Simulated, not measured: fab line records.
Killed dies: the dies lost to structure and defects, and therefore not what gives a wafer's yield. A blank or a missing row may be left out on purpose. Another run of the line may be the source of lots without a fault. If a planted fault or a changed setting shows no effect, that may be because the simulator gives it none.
Which of the tools did it? :: flow gf180mcu :: Sampling: 14 lots, 42 wafers, 3 of 602 route steps

## WHAT THE GAUGES READ, wafer by wafer
GF_M1_OVL_MEAS_15. Usual: for M1_OVL the level is 4 nm and the standard deviation is 4.4.
lot: L846
measured: day 16 23:13
on: overlay-02
M1_OVL (nm): 7 5 9
flag: 

lot: L847
measured: day 17 09:10
on: overlay-01
M1_OVL (nm): 4 1 -1
flag: 

lot: L849
measured: day 18 07:31
on: overlay-01
M1_OVL (nm): 4 -1 14
flag: 

lot: L850
measured: day 18 17:13
on: overlay-01
M1_OVL (nm): 7 4 1
flag: 

lot: L852
measured: day 19 10:28
on: overlay-01
M1_OVL (nm): 2 2 0
flag: 

lot: L855
measured: day 20 19:22
on: overlay-02
M1_OVL (nm): 0 0 -3
flag: 

lot: L858
measured: day 21 15:15
on: overlay-02
M1_OVL (nm): 1 1 3
flag: 

lot: L860
measured: day 22 06:35
on: overlay-02
M1_OVL (nm): 3 5 6
flag: 

lot: L864
measured: day 23 14:15
on: overlay-02
M1_OVL (nm): -1 3 5
flag: 

lot: L865
measured: day 23 22:34
on: overlay-01
M1_OVL (nm): 9 4 10
flag: 

lot: L866
measured: day 24 04:07
on: overlay-02
M1_OVL (nm): 4 0 8
flag: 

lot: L867
measured: day 24 15:05
on: overlay-01
M1_OVL (nm): 0 -5 2
flag: 

lot: L868
measured: day 24 20:35
on: overlay-02
M1_OVL (nm): 1 -2 0
flag: 

lot: L869
measured: day 25 05:28
on: overlay-01
M1_OVL (nm): 3 2 3
flag: 

## WHICH TOOL RAN EACH LOT (tool, then ch and the chambers of the sampled wafers, then the start)
lot: L846
GF_M1_SPUTTER_02: pvd_sputter-02, day 16 01:07
GF_M1_SPUTTER_04: pvd_sputter-02, day 16 01:11

lot: L847
GF_M1_SPUTTER_02: pvd_sputter-02, day 16 09:58
GF_M1_SPUTTER_04: pvd_sputter-02, day 16 10:01

lot: L849
GF_M1_SPUTTER_02: pvd_sputter-02, day 17 07:52
GF_M1_SPUTTER_04: pvd_sputter-02, day 17 07:55

lot: L850
GF_M1_SPUTTER_02: pvd_sputter-04, day 17 17:01
GF_M1_SPUTTER_04: pvd_sputter-04, day 17 17:04

lot: L852
GF_M1_SPUTTER_02: pvd_sputter-02, day 18 09:46
GF_M1_SPUTTER_04: pvd_sputter-02, day 18 09:49

lot: L855
GF_M1_SPUTTER_02: pvd_sputter-02, day 19 18:58
GF_M1_SPUTTER_04: pvd_sputter-02, day 19 19:01

lot: L858
GF_M1_SPUTTER_02: pvd_sputter-04, day 20 15:02
GF_M1_SPUTTER_04: pvd_sputter-04, day 20 15:05

lot: L860
GF_M1_SPUTTER_02: pvd_sputter-04, day 21 06:37
GF_M1_SPUTTER_04: pvd_sputter-04, day 21 06:40

lot: L864
GF_M1_SPUTTER_02: pvd_sputter-02, day 22 14:46
GF_M1_SPUTTER_04: pvd_sputter-02, day 22 14:49

lot: L865
GF_M1_SPUTTER_02: pvd_sputter-04, day 22 23:53
GF_M1_SPUTTER_04: pvd_sputter-04, day 22 23:56

lot: L866
GF_M1_SPUTTER_02: pvd_sputter-01, day 23 05:01
GF_M1_SPUTTER_04: pvd_sputter-01, day 23 05:04

lot: L867
GF_M1_SPUTTER_02: pvd_sputter-02, day 23 16:31
GF_M1_SPUTTER_04: pvd_sputter-02, day 23 16:34

lot: L868
GF_M1_SPUTTER_02: pvd_sputter-02, day 23 22:16
GF_M1_SPUTTER_04: pvd_sputter-02, day 23 22:19

lot: L869
GF_M1_SPUTTER_02: pvd_sputter-02, day 24 07:50
GF_M1_SPUTTER_04: pvd_sputter-02, day 24 07:53
- GF_M1_SPUTTER_02: material AlCu, target thk 450 nm, time 23.9 s.
- GF_M1_SPUTTER_04: material TiN, target thk 50 nm, time 41.7 s.

## AS READ BY THE TOOLS THEMSELVES (means over the sampled wafers that have a number; for cases with no such wafer, the mark the record gives instead)
GF_M1_SPUTTER_02. Usual: 29.4 % for throttle_valve_pct, sd 1.2.
lot: L846
tool: pvd_sputter-02
throttle_valve_pct (%): 28.6
flag: 

lot: L847
tool: pvd_sputter-02
throttle_valve_pct (%): 28.8
flag: 

lot: L849
tool: pvd_sputter-02
throttle_valve_pct (%): 29.4
flag: 

lot: L850
tool: pvd_sputter-04
throttle_valve_pct (%): 28.9
flag: 

lot: L852
tool: pvd_sputter-02
throttle_valve_pct (%): 28.8
flag: 

lot: L855
tool: pvd_sputter-02
throttle_valve_pct (%): 28.2
flag: 

lot: L858
tool: pvd_sputter-04
throttle_valve_pct (%): 29.0
flag: 

lot: L860
tool: pvd_sputter-04
throttle_valve_pct (%): 29.0
flag: 

lot: L864
tool: pvd_sputter-02
throttle_valve_pct (%): 28.9
flag: 

lot: L865
tool: pvd_sputter-04
throttle_valve_pct (%): 29.6
flag: 

lot: L866
tool: pvd_sputter-01
throttle_valve_pct (%): 31.0
flag: 

lot: L867
tool: pvd_sputter-02
throttle_valve_pct (%): 29.9
flag: 

lot: L868
tool: pvd_sputter-02
throttle_valve_pct (%): 28.8
flag: 

lot: L869
tool: pvd_sputter-02
throttle_valve_pct (%): 28.8
flag: 

GF_M1_SPUTTER_04. Usual: 29.4 % for throttle_valve_pct, sd 1.2.
lot: L846
tool: pvd_sputter-02
throttle_valve_pct (%): 28.4
flag: 

lot: L847
tool: pvd_sputter-02
throttle_valve_pct (%): 29.0
flag: 

lot: L849
tool: pvd_sputter-02
throttle_valve_pct (%): 29.1
flag: 

lot: L850
tool: pvd_sputter-04
throttle_valve_pct (%): 29.0
flag: 

lot: L852
tool: pvd_sputter-02
throttle_valve_pct (%): 28.7
flag: 

lot: L855
tool: pvd_sputter-02
throttle_valve_pct (%): 28.1
flag: 

lot: L858
tool: pvd_sputter-04
throttle_valve_pct (%): 29.1
flag: 

lot: L860
tool: pvd_sputter-04
throttle_valve_pct (%): 29.0
flag: 

lot: L864
tool: pvd_sputter-02
throttle_valve_pct (%): 29.0
flag: 

lot: L865
tool: pvd_sputter-04
throttle_valve_pct (%): 29.5
flag: 

lot: L866
tool: pvd_sputter-01
throttle_valve_pct (%): 31.0
flag: 

lot: L867
tool: pvd_sputter-02
throttle_valve_pct (%): 29.9
flag: 

lot: L868
tool: pvd_sputter-02
throttle_valve_pct (%): 29.0
flag: 

lot: L869
tool: pvd_sputter-02
throttle_valve_pct (%): 28.8
flag: 

## THE ANSWER, worked out from the rows above alone
Rule: lot off if the mean of its wafers having a number is beyond 3 standard deviations from the usual mean. Also off: a lot with no number at a reading for which 4 or more lots have one. All remaining lots with rows at the step are treated as sound. First the gauges in route order, then the tools' own readings, where a lot's mean is used as printed above. At the first step where some lot is off, the reading lying furthest off is the one used; lots without a number count as furthest.
Nothing can be told from this: no lot is off at any reading shown.

## WHAT THE SIMULATOR HAD PUT IN
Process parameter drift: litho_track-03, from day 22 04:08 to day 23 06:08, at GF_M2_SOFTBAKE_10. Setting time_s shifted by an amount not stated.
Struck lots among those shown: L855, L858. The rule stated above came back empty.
